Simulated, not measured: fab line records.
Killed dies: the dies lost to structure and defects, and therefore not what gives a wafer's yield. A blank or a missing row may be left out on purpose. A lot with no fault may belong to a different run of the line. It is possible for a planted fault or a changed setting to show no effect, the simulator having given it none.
fab line records	flow sky130
record lots=6	wafers=18	last-day=50
route steps=708 shown METAL4@627 VIA4@639 PAD_OPEN@708
lots with no fault: from the same line, run without faults
start-h: hours from the record's opening day to when the first of the lot's shown wafers began	wait-h: how many hours have passed since the lot's step before this one	" same as the row above	L1.1+2: a single row standing in for several wafers	- either no value or no given start	* or withheld: withheld	< > ~ a bound
route shown NAME@n: names a module that has steps shown in the file, with the first one's number in the route	usual: mean/standard deviation of fault-free wafers	same: alike in all rows	chamber/n: place in a boat	sites: each site's reading	_std_site: the standard deviation of these	_edge_site: mean of outer sites minus mean of inner sites	radius-mm: for every site, how far away it sits from the centre of the wafer	mask NAME#n: copy n	behind: the tool/chamber that last shaped the wafer	hold: the reason the lot was held/the length of the hold in hours/how it ended	device: transistor that didn't switch, given as n, p or np	end of line: tests of these same wafers at the route's end	a step given without rows: its recipe and nothing more	killed: dies lost to structure and defects at the first sort, not the wafer's yield	map: shows each die of a wafer: x if killed, . if not, _ if none is there
set.NAME: the setting as run; set.NAME@STEP: as run at that earlier step	model.NAME: the simulator's own value behind a step, which no gauge read
certain route steps with their lots: each step a table, each wafer a row
services: the hour from which a tool's chamber was out of use, counted from the record's first day as start-h (under 0 if before that day), plus the number of hours and why
## steps
# step SKY_METAL4_PEB_11
# recipe peb-temp-c=withheld	peb-time-s=withheld	resist=KrF-thick
# step SKY_METAL4_DEVELOP_12
# recipe develop-time-s=60	resist=KrF-thick	dev-temp-c=19.86
# step SKY_METAL4_CD_MEAS_13
# recipe target-cd-nm=300
# usual cd-nm=299.7/1.4
lot.wafer	tool	chamber	start-h	wait-h	cd-nm
L840.1	cd-sem-02	-	981.11	-	299.5
L840.3	"	-	"	"	298.6
L840.4	"	-	"	"	298.0
L845.1	cd-sem-02	-	1018.26	-	300.2
L845.2	"	-	"	"	300.8
L845.5	"	-	"	"	301.1
L851.2	cd-sem-01	-	1051.79	-	299.3
L851.4	"	-	"	"	300.0
L851.6	"	-	"	"	301.5
L853.2	cd-sem-02	-	1069.40	-	302.2
L853.3	"	-	"	"	298.8
L853.5	"	-	"	"	299.8
L854.1	cd-sem-01	-	1078.82	-	302.5
L854.4	"	-	"	"	301.1
L854.6	"	-	"	"	302.0
L861.2	cd-sem-02	-	1113.90	-	299.9
L861.4	"	-	"	"	299.8
L861.6	"	-	"	"	300.0
# step SKY_METAL4_OVL_MEAS_14
# usual METAL4_OVL=0/5.8
lot.wafer	tool	chamber	start-h	wait-h	METAL4_OVL[nm]
L840.1	overlay-01	-	981.23	0.1	-7
L840.3	"	-	"	"	-10
L840.4	"	-	"	"	-6
L845.1	overlay-02	-	1018.38	0.1	2
L845.2	"	-	"	"	-4
L845.5	"	-	"	"	6
L851.2	overlay-02	-	1051.90	0.1	-11
L851.4	"	-	"	"	-7
L851.6	"	-	"	"	-8
L853.2	overlay-01	-	1069.51	0.1	-13
L853.3	"	-	"	"	-3
L853.5	"	-	"	"	-3
L854.1	overlay-01	-	1078.94	0.1	2
L854.4	"	-	"	"	-7
L854.6	"	-	"	"	-6
L861.2	overlay-01	-	1114.01	0.1	7
L861.4	"	-	"	"	1
L861.6	"	-	"	"	5
# step SKY_METAL4_DESCUM_15
# recipe chemistry=O2	source-power-w=150	bias-power-w=0	pressure-mtorr=10	temp-c=40	time-s=8
# usual drypump-motor-current-A=5.4/0.52	oes-product-au=1.000/0.013	rf-fwd-power-W=147.0/0.68
lot.wafer	tool	chamber	start-h	wait-h	drypump-motor-current-A	oes-product-au	rf-fwd-power-W	rf-hours-counter-h
L840.1	rie-metal-04	0	981.26	0.0	5.2	1.012	146.4	18
L840.3	"	0	"	"	5.2	1.025	146.2	-
L840.4	"	0	"	"	5.3	1.015	146.3	-
L845.1	rie-metal-04	1	1018.41	0.0	6.3	0.996	148.2	9
L845.2	"	0	"	"	5.2	1.017	146.6	20
L845.5	"	1	"	"	6.3	0.999	147.8	-
L851.2	rie-metal-04	0	1051.93	0.0	5.3	1.024	145.9	22
L851.4	"	1	"	"	6.3	1.002	147.3	-
L851.6	"	0	"	"	5.2	1.013	145.8	-
L853.2	rie-metal-04	0	1069.54	0.0	5.2	1.019	146.8	24
L853.3	"	0	"	"	5.2	1.014	146.6	-
L853.5	"	0	"	"	5.2	1.017	146.8	-
L854.1	rie-metal-02	1	1078.98	0.0	4.8	0.988	147.5	24
L854.4	"	0	"	"	5.2	0.976	146.2	-
L854.6	"	1	"	"	4.8	0.997	147.3	-
L861.2	rie-metal-04	0	1114.04	0.0	5.2	1.005	146.8	27
L861.4	"	1	"	"	6.4	0.996	148.4	-
L861.6	"	1	"	"	6.3	0.997	148.5	-
# step SKY_METAL4_ETCH_16
# recipe chemistry=N2/H2	target=BARC	ion-energy-ev=200	bias-w=100	pressure-mtorr=30	n2-flow-sccm=100	h2-flow-sccm=200	icp-w=500	stop-on=SiO2	time-s=88.2	target-depth-a=600
# usual drypump-motor-current-A=5.4/0.53	h2-flow-sccm=200.0/0.63	oes-product-au=0.627/0.0044	rf-fwd-power-W=496.6/1.7	throttle-valve-pct=13.205/0.009
lot.wafer	tool	chamber	start-h	wait-h	drypump-motor-current-A	h2-flow-sccm	oes-product-au	rf-fwd-power-W	rf-hours-counter-h	throttle-valve-pct
L840.1	rie-metal-04	0	981.32	0.1	5.2	200.7	0.621	498.5	18	13.197
L840.3	"	0	"	"	5.2	200.5	0.625	496.9	-	13.208
L840.4	"	0	"	"	5.2	200.2	0.630	497.1	-	13.226
L845.1	rie-metal-04	1	1018.44	0.0	6.3	199.7	0.623	495.9	9	13.199
L845.2	"	0	"	"	5.2	201.0	0.633	496.8	20	13.197
L845.5	"	1	"	"	6.3	200.3	0.629	499.0	-	13.191
L851.2	rie-metal-04	0	1051.96	0.0	5.3	201.4	0.634	494.3	22	13.201
L851.4	"	1	"	"	6.3	200.3	0.622	496.0	-	13.209
L851.6	"	0	"	"	5.3	200.2	0.623	493.4	-	13.214
L853.2	rie-metal-04	0	1069.57	0.0	5.2	200.8	0.623	496.0	24	13.203
L853.3	"	0	"	"	5.2	200.6	0.628	497.2	-	13.206
L853.5	"	0	"	"	5.2	200.7	0.630	496.1	-	13.217
L854.1	rie-metal-02	1	1079.01	0.0	4.8	201.0	0.622	494.2	24	13.204
L854.4	"	0	"	"	5.2	200.6	0.631	495.3	-	13.192
L854.6	"	1	"	"	4.8	200.3	0.626	495.8	-	13.218
L861.2	rie-metal-04	0	1114.07	0.0	5.3	200.1	0.622	496.0	27	13.196
L861.4	"	1	"	"	6.4	200.3	0.620	495.9	-	13.214
L861.6	"	1	"	"	6.4	200.7	0.628	496.7	-	13.209
# step SKY_METAL4_ETCH_17
# recipe target=SiO2	stop-on=TiN	chemistry=C4F8/O2/Ar	source-w=1500	bias-w=1200	pressure-mtorr=40	c4f8-flow-sccm=withheld	O2_flow_sccm=6	Ar_flow_sccm=300	time-s=3.9	target-depth-a=150
# usual oes-product-au=0.756/0.007	rf-fwd-power-W=1464/5.8
lot.wafer	tool	chamber	start-h	wait-h	oes-product-au	rf-fwd-power-W	rf-hours-counter-h
L840.1	rie-diel-04	2	981.52	0.2	0.748	1466	9
L840.3	"	0	"	"	0.751	1458	18
L840.4	"	1	"	"	0.756	1468	17
L845.1	rie-diel-01	3	1018.54	0.1	0.754	1463	15
L845.2	"	1	"	"	0.747	1468	16
L845.5	"	2	"	"	0.758	1461	-
L851.2	rie-diel-04	0	1052.06	0.1	0.761	1470	20
L851.4	"	3	"	"	0.758	1455	16
L851.6	"	0	"	"	0.779	1465	-
L853.2	rie-diel-01	1	1069.67	0.1	0.751	1464	17
L853.3	"	2	"	"	0.756	1465	17
L853.5	"	1	"	"	0.753	1464	-
L854.1	rie-diel-01	2	1079.11	0.1	0.755	1463	17
L854.4	"	0	"	"	0.769	1455	24
L854.6	"	1	"	"	0.759	1459	-
L861.2	rie-diel-01	3	1114.17	0.1	0.749	1467	18
L861.4	"	1	"	"	0.756	1469	19
L861.6	"	3	"	"	0.761	1466	-
# step SKY_METAL4_METAL_ETCH_18
# recipe target-depth-a=8450	stop-on=SiO2	over-etch-frac=0.3	time-s=183.1	chemistry=Cl2/BCl3	resist-sidewall-deg=88	pressure-mtorr=10	icp-w=900	bias-w=48.5	Cl2_flow_sccm=60	bcl3-flow-sccm=30
# usual drypump-motor-current-A=5.4/0.43	oes-product-au=0.867/0.0061	rf-fwd-power-W=897.6/2.6	throttle-valve-pct=22.265/0.0083
lot.wafer	tool	chamber	start-h	wait-h	drypump-motor-current-A	oes-product-au	rf-fwd-power-W	rf-hours-counter-h	throttle-valve-pct
L840.1	rie-metal-02	0	981.54	0.0	5.2	0.871	897.0	6	22.256
L840.3	"	0	"	"	5.2	0.870	899.7	-	22.260
L840.4	"	1	"	"	4.8	0.867	898.2	-	22.263
L845.1	rie-metal-02	1	1018.56	0.0	4.8	0.873	897.4	19	22.255
L845.2	"	1	"	"	4.8	0.870	899.4	-	22.263
L845.5	"	1	"	"	4.8	0.878	900.7	-	22.260
L851.2	rie-metal-02	0	1052.08	0.0	5.2	0.863	894.7	9	22.279
L851.4	"	0	"	"	5.2	0.870	897.2	-	22.260
L851.6	"	1	"	"	4.8	0.861	896.2	-	22.275
L853.2	rie-metal-03	1	1069.69	0.0	5.9	0.859	897.0	1	22.256
L853.3	"	1	"	"	5.9	0.862	893.4	-	22.261
L853.5	"	0	"	"	5.3	0.867	895.7	-	22.271
L854.1	rie-metal-03	1	1079.13	0.0	5.9	0.860	900.8	2	22.269
L854.4	"	0	"	"	5.3	0.861	902.2	-	22.250
L854.6	"	1	"	"	5.9	0.866	894.1	-	22.276
L861.2	rie-metal-03	1	1114.19	0.0	5.9	0.866	899.6	5	22.252
L861.4	"	0	"	"	5.3	0.862	898.4	-	22.253
L861.6	"	1	"	"	5.9	0.863	900.6	-	22.267
# step SKY_METAL4_STRIP_19
# recipe chemistry=O2/N2	power-w=1400	pressure-mtorr=1500	platen-temp-c=withheld	o2-flow-sccm=3000	n2-flow-sccm=300	overash-fraction=0.5
# step SKY_METAL4_STRIP_20
# recipe chemistry=post-etch-residue-remover	time-s=1200	temp-c=72.5
# step SKY_METAL4_CLEAN_21
# recipe chemistry=IPA	time-s=180	temp-c=25
# step SKY_METAL4_CLEAN_22
# recipe chemistry=O3/DIW	dry=n2-spin
# step SKY_VIA4_HDPCVD_00
# recipe material=SiO2	target-thk-nm=1750	sigma-open-frac=0.3	time-s=291.7	temp-c=400	sih4-flow-sccm=60	pressure-mtorr=6
# usual sih4-flow-sccm=59.99/0.19
lot.wafer	tool	chamber	start-h	wait-h	sih4-flow-sccm	model.SiO2_of_VIA4_HDPCVD_00.thk-nm
L840.1	hdpcvd-02	2	982.34	0.0	60.09	1746
L840.3	"	1	"	"	59.45	1717
L840.4	"	0	"	"	59.74	1704
L845.1	hdpcvd-02	2	1019.60	0.0	59.90	1781
L845.2	"	0	"	"	60.09	1748
L845.5	"	2	"	"	59.82	1784
L851.2	hdpcvd-02	2	1052.85	0.0	60.03	1777
L851.4	"	1	"	"	60.15	1738
L851.6	"	2	"	"	59.83	1763
L853.2	hdpcvd-02	2	1070.46	0.0	60.09	1780
L853.3	"	1	"	"	71.77	2109
L853.5	"	1	"	"	71.90	2104
L854.1	hdpcvd-02	2	1079.90	0.0	59.96	1768
L854.4	"	0	"	"	60.54	1746
L854.6	"	1	"	"	71.98	2078
L861.2	hdpcvd-01	1	1114.96	0.0	60.15	1755
L861.4	"	2	"	"	59.99	1755
L861.6	"	0	"	"	60.06	1767
# step SKY_VIA4_THK_MEAS_01
# recipe reads=SiO2_of_VIA4_HDPCVD_00
# usual VIA4_HDPCVD_THK=1748/20
lot.wafer	tool	chamber	start-h	wait-h	VIA4_HDPCVD_THK[nm]
L840.1	film-metro-03	-	982.52	0.1	1746
L840.3	"	-	"	"	1715
L840.4	"	-	"	"	1705
L845.1	film-metro-04	-	1019.78	0.1	1782
L845.2	"	-	"	"	1747
L845.5	"	-	"	"	1783
L851.2	film-metro-04	-	1053.04	0.1	1777
L851.4	"	-	"	"	1738
L851.6	"	-	"	"	1763
L853.2	film-metro-03	-	1070.64	0.1	1779
L853.3	"	-	"	"	2109
L853.5	"	-	"	"	2103
L854.1	film-metro-04	-	1080.08	0.1	1769
L854.4	"	-	"	"	1747
L854.6	"	-	"	"	2078
L861.2	film-metro-04	-	1115.14	0.1	1755
L861.4	"	-	"	"	1756
L861.6	"	-	"	"	1766
# step SKY_VIA4_CMP_02
# recipe material=SiO2	down-force-psi=4	platen-rpm=60	pad-velocity-m-s=0.94248
# usual motor-current-A=12.1/0.98
lot.wafer	tool	chamber	start-h	wait-h	motor-current-A
L840.4	cmp-01	3	982.79	0.2	13.3
L840.3	"	0	"	"	12.6
L840.1	"	1	"	"	10.0
L845.2	cmp-02	3	1019.91	0.1	12.2
L845.1	"	0	"	"	12.6
L845.5	"	3	"	"	13.4
L851.2	cmp-01	1	1053.14	0.1	10.3
L851.4	"	2	"	"	10.8
L851.6	"	1	"	"	10.7
L853.3	cmp-01	3	1070.69	0.0	12.7
L853.2	"	2	"	"	10.7
L853.5	"	0	"	"	12.2
L854.1	cmp-01	1	1080.14	0.1	9.8
L854.4	"	0	"	"	12.1
L854.6	"	2	"	"	10.5
L861.2	cmp-02	1	1115.19	0.0	12.4
L861.4	"	3	"	"	12.2
L861.6	"	1	"	"	12.0
# step SKY_PAD_OPEN_PROBE_99
# usual defect-limited-yield=82.5/1.9	killed_at_M0_to_M3=43/7.2	killed_at_M4_up=3.3/2	killed-at-contacts=25/5.8	killed-at-front-end=15/4.5	killed-at-other=0.3/0.62	killed-dies=86/9.4	killed-on-rim=17/3.7	killed-open=47/7.1	killed-short=39/6	sort_bin_3_pad_short=0.9/0.4	sort_bin_5_function=10.4/1.4	sort_bin_6_memory=6.2/1.1	sort_bin_8_speed=0.7/1.4	sort-n-pass=402/11	sort-yield-pct=81.7/2.2
# same gross-dies=492	killed-at-back-side=0	sort_bin_4_leakage[%]=0
lot.wafer	tool	chamber	start-h	wait-h	defect-limited-yield[%]	killed_at_M0_to_M3	killed_at_M4_up	killed-at-contacts	killed-at-front-end	killed-at-other	killed-dies	killed-on-rim	killed-open	killed-short	sort_bin_3_pad_short[%]	sort_bin_5_function[%]	sort_bin_6_memory[%]	sort_bin_8_speed[%]	sort-n-pass	sort-yield-pct[%]
L840.1	prober-02	-	1077.00	0.1	83.5	48	3	22	8	0	81	14	39	42	0.2	9.6	6.7	0.2	410	83.3
L840.3	prober-02	-	1077.10	0.2	85.4	33	3	25	11	0	72	17	32	40	0.6	8.9	5.1	0.4	418	85.0
L840.4	prober-02	-	1077.15	0.2	84.3	44	1	22	10	0	77	12	49	28	0.4	9.8	5.5	1.2	409	83.1
L845.1	prober-01	-	1111.51	0.1	83.1	40	5	23	15	0	83	15	46	37	0.8	9.3	6.7	0.6	406	82.5
L845.2	prober-01	-	1111.56	0.1	79.9	52	5	32	10	0	99	13	55	44	1.0	10.6	8.5	0	393	79.9
L845.5	prober-01	-	1111.71	0.2	82.5	42	5	27	12	0	86	24	39	47	0.6	9.8	7.1	0	406	82.5
L851.2	prober-01	-	1140.12	0.1	83.1	44	4	22	13	0	83	18	42	40	0.4	11.0	5.5	0.4	407	82.7
L851.4	prober-01	-	1140.22	0.2	81.7	40	5	21	23	1	90	17	49	41	1.2	11.0	6.1	0.8	398	80.9
L851.6	prober-01	-	1140.32	0.2	82.9	42	4	24	14	0	84	9	49	35	1.2	10.0	5.9	0	408	82.9
L853.2	prober-01	-	1155.62	0.1	82.5	37	7	27	15	0	86	14	45	41	1.4	9.3	6.7	0.4	404	82.1
L853.3	prober-01	-	1155.67	0.2	82.9	45	5	27	7	0	84	20	47	37	1.4	9.3	6.3	0.6	405	82.3
L853.5	prober-01	-	1155.77	0.2	80.7	43	3	26	22	1	95	20	46	49	1.4	11.4	6.5	0.8	393	79.9
L854.1	prober-02	-	1162.27	0.1	82.7	50	2	26	7	0	85	16	55	29	0.6	10.6	6.1	0.4	405	82.3
L854.4	prober-02	-	1162.42	0.2	82.3	39	4	31	13	0	87	20	52	34	1.0	9.3	7.3	2.0	395	80.3
L854.6	prober-02	-	1162.52	0.2	80.3	37	8	33	19	0	97	16	60	36	0.8	12.8	6.1	0.6	392	79.7
# killed by level:class
L840.1 LI_CONTACT:geometric-particle:open=8 METAL1:geometric-particle:short=8 VIA3:geometric-particle:open=7 VIA1:geometric-particle:open=7 METAL2:geometric-particle:short=7 VIA2:geometric-particle:open=5 CONTACT:geometric-particle:open=4 VIA1:geometric-particle:short=4
L840.3 CONTACT:geometric-particle:open=10 VIA1:geometric-particle:open=8 LOCAL_INTERCONNECT:geometric-particle:short=6 METAL2:geometric-particle:short=6 LI_CONTACT:geometric-particle:open=4 VIA3:geometric-particle:open=4 METAL1:geometric-particle:short=4 VIA2:geometric-particle:short=4
L840.4 VIA3:geometric-particle:open=11 VIA1:geometric-particle:open=10 LI_CONTACT:geometric-particle:open=7 LOCAL_INTERCONNECT:geometric-particle:short=6 VIA2:geometric-particle:open=6 CONTACT:geometric-particle:open=5 VIA1:geometric-particle:short=5 METAL2:geometric-particle:short=5
L845.1 VIA1:geometric-particle:open=12 VIA2:geometric-particle:open=8 METAL2:geometric-particle:short=6 LI_CONTACT:geometric-particle:short=5 CONTACT:geometric-particle:open=5 FIELD_ISO:geometric-particle:open=4 LI_CONTACT:geometric-particle:open=4 LOCAL_INTERCONNECT:geometric-particle:short=4
L845.2 CONTACT:geometric-particle:open=15 VIA1:geometric-particle:open=14 LI_CONTACT:geometric-particle:open=8 METAL1:geometric-particle:short=8 METAL2:geometric-particle:short=6 VIA2:geometric-particle:short=5 METAL4:geometric-particle:short=5 LOCAL_INTERCONNECT:geometric-particle:short=4
L845.5 CONTACT:geometric-particle:open=10 VIA1:geometric-particle:short=9 METAL2:geometric-particle:short=7 VIA1:geometric-particle:open=6 LI_CONTACT:geometric-particle:short=6 VIA2:geometric-particle:open=6 POLY_GATE:geometric-particle:open=4 LI_CONTACT:geometric-particle:open=4
L851.2 VIA1:geometric-particle:open=9 VIA3:geometric-particle:open=9 LI_CONTACT:geometric-particle:open=7 VIA1:geometric-particle:short=6 CONTACT:geometric-particle:open=5 POLY_GATE:geometric-particle:short=4 LOCAL_INTERCONNECT:geometric-particle:short=4 CONTACT:geometric-particle:short=4
L851.4 VIA1:geometric-particle:open=9 FIELD_ISO:geometric-particle:open=7 LI_CONTACT:geometric-particle:open=7 CONTACT:geometric-particle:open=7 VIA2:geometric-particle:open=7 VIA3:geometric-particle:open=6 FIELD_ISO:geometric-particle:short=5 METAL1:geometric-particle:short=5
L851.6 VIA1:geometric-particle:open=14 CONTACT:geometric-particle:open=11 VIA2:geometric-particle:open=10 FIELD_ISO:geometric-particle:open=5 CONTACT:geometric-particle:short=5 METAL1:geometric-particle:short=5 VIA2:geometric-particle:short=5 LI_CONTACT:geometric-particle:short=4
L853.2 VIA1:geometric-particle:open=12 CONTACT:geometric-particle:short=9 CONTACT:geometric-particle:open=8 LOCAL_INTERCONNECT:geometric-particle:short=5 METAL1:geometric-particle:short=5 VIA1:geometric-particle:short=5 FIELD_ISO:geometric-particle:short=4 VIA2:geometric-particle:open=4
L853.3 VIA1:geometric-particle:open=9 LI_CONTACT:geometric-particle:open=9 LOCAL_INTERCONNECT:geometric-particle:short=8 METAL2:geometric-particle:short=7 VIA3:geometric-particle:open=6 CONTACT:geometric-particle:open=5 METAL1:geometric-particle:short=5 VIA2:geometric-particle:open=5
L853.5 VIA3:geometric-particle:open=9 VIA1:geometric-particle:open=8 LOCAL_INTERCONNECT:geometric-particle:open=7 LOCAL_INTERCONNECT:geometric-particle:short=7 FIELD_ISO:geometric-particle:short=5 POLY_GATE:geometric-particle:open=5 CONTACT:geometric-particle:short=5 METAL1:geometric-particle:short=5
L854.1 VIA1:geometric-particle:open=14 CONTACT:geometric-particle:open=10 LI_CONTACT:geometric-particle:open=9 METAL1:geometric-particle:open=6 VIA1:geometric-particle:short=6 VIA3:geometric-particle:open=6 VIA2:geometric-particle:open=5 METAL1:geometric-particle:short=4
L854.4 CONTACT:geometric-particle:open=14 VIA1:geometric-particle:open=13 VIA2:geometric-particle:open=7 CONTACT:geometric-particle:short=6 FIELD_ISO:geometric-particle:short=5 LI_CONTACT:geometric-particle:open=4 LI_CONTACT:geometric-particle:short=4 VIA1:geometric-particle:short=4
L854.6 VIA3:geometric-particle:open=11 CONTACT:geometric-particle:open=11 VIA1:geometric-particle:open=10 LI_CONTACT:geometric-particle:open=7 POLY_GATE:geometric-particle:open=6 LI_CONTACT:geometric-particle:short=5 LOCAL_INTERCONNECT:geometric-particle:short=5 VIA1:geometric-particle:short=5
## services
tool	chamber	start-h	hours	kind
rie-diel-04	3	959.86	4.7	repair
hdpcvd-02	0	965.33	-	clean
hdpcvd-02	1	965.33	-	clean
hdpcvd-02	2	965.33	-	clean
cmp-02	-	969.65	7.7	pm
rie-diel-04	-	976.32	2.4	repair
rie-diel-01	2	976.88	6.3	repair
rie-metal-04	1	977.58	15.4	repair
cmp-01	-	984.95	4.6	repair
rie-metal-02	0	1008.87	22.0	repair
rie-diel-01	-	1010.50	2.8	pm
cmp-01	-	1027.72	5.3	repair
rie-metal-03	1	1041.66	-	clean
rie-metal-03	1	1041.66	14.1	scheduled-down
rie-metal-03	1	1041.66	14.1	vent-cycle
rie-diel-01	3	1063.39	11.3	repair
rie-diel-01	-	1067.27	0.2	repair
cmp-01	-	1084.33	4.0	pm
cmp-01	-	1088.33	-	consumable-replace:conditioner
cmp-01	-	1088.33	-	consumable-replace:pad
hdpcvd-01	2	1091.25	6.8	repair
hdpcvd-01	-	1092.62	1.5	repair
hdpcvd-01	-	1098.98	14.6	pm
## key
first-sign step=SKY_VIA4_HDPCVD_00	reading=sih4-flow-sccm	direction=up	sigmas=64	usual=59.99	struck=71.88
effect step=SKY_VIA4_THK_MEAS_01	reading=VIA4_HDPCVD_THK	direction=up	sigmas=18	usual=1748	struck=2097
model-effect step=SKY_VIA4_HDPCVD_00	value=SiO2_of_VIA4_HDPCVD_00.thk-nm	without=1747	struck=2097
met-at SKY_VIA4_HDPCVD_00
struck-wafers L853.3,L853.5,L854.6
onset-between 1052.85 1070.46
fault kind=process-parameter-drift	tool=hdpcvd-02	chamber=1	onset-h=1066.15	steps=SKY_VIA4_HDPCVD_00	channel=sih4-flow-sccm	offset=12	shape=step	end-h=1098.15	acts-in=these-recipes-only	stated=60
